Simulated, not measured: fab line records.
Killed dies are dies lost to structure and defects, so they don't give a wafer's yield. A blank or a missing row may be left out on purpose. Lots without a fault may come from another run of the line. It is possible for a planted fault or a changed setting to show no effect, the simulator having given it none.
Commonality check across tools || flow gf180mcu || 39 wafers sampled across 13 lots

REASON IT WAS OPENED
GF_HV_LDD_RS_MEAS_53, reading HV_LDD_RS: flagged on 2 of 13 lots. No-fault wafers: 418.7 ohm/sq, standard deviation 1.2.
Rule: a lot gets a flag if all its wafers with a number sit over 4 standard deviations from that mean, or if no wafer of it has a number. The other lots count as sound.

{"lot": "L516", "measured": "day 12 11:10", "on": "film_metro-03", "HV_LDD_RS (ohm/sq), wafer by wafer": "418.4 418.1 416.6", "flag": ""}
{"lot": "L517", "measured": "day 12 18:19", "on": "film_metro-02", "HV_LDD_RS (ohm/sq), wafer by wafer": "418.6 418.4 418.2", "flag": ""}
{"lot": "L518", "measured": "day 12 21:47", "on": "film_metro-03", "HV_LDD_RS (ohm/sq), wafer by wafer": "420.0 420.0 420.6", "flag": ""}
{"lot": "L519", "measured": "day 13 15:30", "on": "film_metro-04", "HV_LDD_RS (ohm/sq), wafer by wafer": "419.6 418.4 418.0", "flag": ""}
{"lot": "L520", "measured": "day 13 23:01", "on": "film_metro-03", "HV_LDD_RS (ohm/sq), wafer by wafer": "419.6 419.6 419.6", "flag": ""}
{"lot": "L523", "measured": "day 14 14:17", "on": "film_metro-03", "HV_LDD_RS (ohm/sq), wafer by wafer": "420.1 419.4 420.1", "flag": ""}
{"lot": "L524", "measured": "day 15 03:52", "on": "film_metro-02", "HV_LDD_RS (ohm/sq), wafer by wafer": "416.4 417.8 417.9", "flag": ""}
{"lot": "L527", "measured": "day 16 04:22", "on": "film_metro-03", "HV_LDD_RS (ohm/sq), wafer by wafer": "406.9 406.7 405.9", "flag": "FLAGGED"}
{"lot": "L528", "measured": "day 17 03:04", "on": "film_metro-02", "HV_LDD_RS (ohm/sq), wafer by wafer": "406.7 407.9 407.2", "flag": "FLAGGED"}
{"lot": "L536", "measured": "day 19 06:58", "on": "film_metro-02", "HV_LDD_RS (ohm/sq), wafer by wafer": "416.4 417.9 417.2", "flag": ""}
{"lot": "L537", "measured": "day 19 11:07", "on": "film_metro-02", "HV_LDD_RS (ohm/sq), wafer by wafer": "418.5 418.6 419.3", "flag": ""}
{"lot": "L538", "measured": "day 19 14:14", "on": "film_metro-02", "HV_LDD_RS (ohm/sq), wafer by wafer": "418.0 417.7 418.5", "flag": ""}
{"lot": "L539", "measured": "day 20 03:32", "on": "film_metro-03", "HV_LDD_RS (ohm/sq), wafer by wafer": "420.2 419.8 418.9", "flag": ""}
The numbers of the flagged lots are 406.9 ohm/sq on average: -11.8 ohm/sq against the usual, or -10 standard deviations.

LOT BY LOT: THE TOOL USED
2 process steps preceding the reading are held in the record, out of 602 steps in the route. Each cell gives the tool, then ch followed by the chambers the sampled wafers passed through, then the start.
{"lot": "L516", "flag": "", "GF_DUAL_GATE_STRIP_13": "plasma_asher-03 ch 0,1, day 8 11:47", "GF_HV_LDD_IMPLANT_33": "implanter-03 ch 0, day 11 14:53"}
{"lot": "L517", "flag": "", "GF_DUAL_GATE_STRIP_13": "plasma_asher-02 ch 0,1, day 8 16:47", "GF_HV_LDD_IMPLANT_33": "implanter-04 ch 0, day 11 22:06"}
{"lot": "L518", "flag": "", "GF_DUAL_GATE_STRIP_13": "plasma_asher-02 ch 0, day 8 20:43", "GF_HV_LDD_IMPLANT_33": "implanter-03 ch 0, day 12 01:13"}
{"lot": "L519", "flag": "", "GF_DUAL_GATE_STRIP_13": "plasma_asher-03 ch 0,1, day 9 08:16", "GF_HV_LDD_IMPLANT_33": "implanter-03 ch 0, day 12 19:12"}
{"lot": "L520", "flag": "", "GF_DUAL_GATE_STRIP_13": "plasma_asher-02 ch 0,1, day 9 13:47", "GF_HV_LDD_IMPLANT_33": "implanter-03 ch 0, day 13 02:02"}
{"lot": "L523", "flag": "", "GF_DUAL_GATE_STRIP_13": "plasma_asher-04 ch 0,1, day 10 05:16", "GF_HV_LDD_IMPLANT_33": "implanter-03 ch 0, day 13 16:58"}
{"lot": "L524", "flag": "", "GF_DUAL_GATE_STRIP_13": "plasma_asher-03 ch 0,1, day 10 14:49", "GF_HV_LDD_IMPLANT_33": "implanter-04 ch 0, day 14 06:02"}
{"lot": "L527", "flag": "FLAGGED", "GF_DUAL_GATE_STRIP_13": "plasma_asher-04 ch 0,1, day 11 15:43", "GF_HV_LDD_IMPLANT_33": "implanter-04 ch 0, day 15 05:44"}
{"lot": "L528", "flag": "FLAGGED", "GF_DUAL_GATE_STRIP_13": "plasma_asher-02 ch 0,1, day 12 02:04", "GF_HV_LDD_IMPLANT_33": "implanter-04 ch 0, day 15 21:41"}
{"lot": "L536", "flag": "", "GF_DUAL_GATE_STRIP_13": "plasma_asher-04 ch 0,1, day 14 03:35", "GF_HV_LDD_IMPLANT_33": "implanter-03 ch 0, day 18 06:23"}
{"lot": "L537", "flag": "", "GF_DUAL_GATE_STRIP_13": "plasma_asher-03 ch 0,1, day 14 09:49", "GF_HV_LDD_IMPLANT_33": "implanter-02 ch 0, day 18 10:02"}
{"lot": "L538", "flag": "", "GF_DUAL_GATE_STRIP_13": "plasma_asher-02 ch 0,1, day 14 12:36", "GF_HV_LDD_IMPLANT_33": "implanter-03 ch 0, day 18 12:34"}
{"lot": "L539", "flag": "", "GF_DUAL_GATE_STRIP_13": "plasma_asher-04 ch 0,1, day 15 02:15", "GF_HV_LDD_IMPLANT_33": "implanter-04 ch 0, day 19 02:15"}
What these steps do:
- GF_DUAL_GATE_STRIP_13: strips in O2/N2.
- GF_HV_LDD_IMPLANT_33
- GF_HV_LDD_RS_MEAS_53: measures by four-point-probe.

FLAGGED OVER TOTAL, TOOL BY TOOL (the gauges that took the reading come last)
{"step": "GF_DUAL_GATE_STRIP_13", "tool": "plasma_asher-02", "lots run": 5, "flagged": 1, "share of the flagged lots": "some", "sound lots run after its first flagged lot": "1 (L538)"}
{"step": "GF_DUAL_GATE_STRIP_13", "tool": "plasma_asher-03", "lots run": 4, "flagged": 0, "share of the flagged lots": "none", "sound lots run after its first flagged lot": "-"}
{"step": "GF_DUAL_GATE_STRIP_13", "tool": "plasma_asher-04", "lots run": 4, "flagged": 1, "share of the flagged lots": "some", "sound lots run after its first flagged lot": "2 (L536,L539)"}
{"step": "GF_HV_LDD_IMPLANT_33", "tool": "implanter-02", "lots run": 1, "flagged": 0, "share of the flagged lots": "none", "sound lots run after its first flagged lot": "-"}
{"step": "GF_HV_LDD_IMPLANT_33", "tool": "implanter-03", "lots run": 7, "flagged": 0, "share of the flagged lots": "none", "sound lots run after its first flagged lot": "-"}
{"step": "GF_HV_LDD_IMPLANT_33", "tool": "implanter-04", "lots run": 5, "flagged": 2, "share of the flagged lots": "all", "sound lots run after its first flagged lot": "1 (L539)"}
{"step": "GF_HV_LDD_RS_MEAS_53", "tool": "film_metro-02", "lots run": 6, "flagged": 1, "share of the flagged lots": "some", "sound lots run after its first flagged lot": "3 (L536,L537,L538)"}
{"step": "GF_HV_LDD_RS_MEAS_53", "tool": "film_metro-03", "lots run": 6, "flagged": 1, "share of the flagged lots": "some", "sound lots run after its first flagged lot": "1 (L539)"}
{"step": "GF_HV_LDD_RS_MEAS_53", "tool": "film_metro-04", "lots run": 1, "flagged": 0, "share of the flagged lots": "none", "sound lots run after its first flagged lot": "-"}

WHAT IS ALLOWED BY THE TABLE
1 row of the table ran every flagged lot: implanter-04 at GF_HV_LDD_IMPLANT_33.
- implanter-04 at GF_HV_LDD_IMPLANT_33 ran 5 lots, 2 of them flagged. Sound lots followed the first flagged one (L539) on it, something a lasting fault affecting the whole tool could not allow. Its own readings (beam_energy_keV) fall more than 4 standard deviations out on all wafers of the flagged lots.
No row of the table ran every flagged lot and no sound lot after the first.

WHAT HAD BEEN PUT IN BY THE SIMULATOR
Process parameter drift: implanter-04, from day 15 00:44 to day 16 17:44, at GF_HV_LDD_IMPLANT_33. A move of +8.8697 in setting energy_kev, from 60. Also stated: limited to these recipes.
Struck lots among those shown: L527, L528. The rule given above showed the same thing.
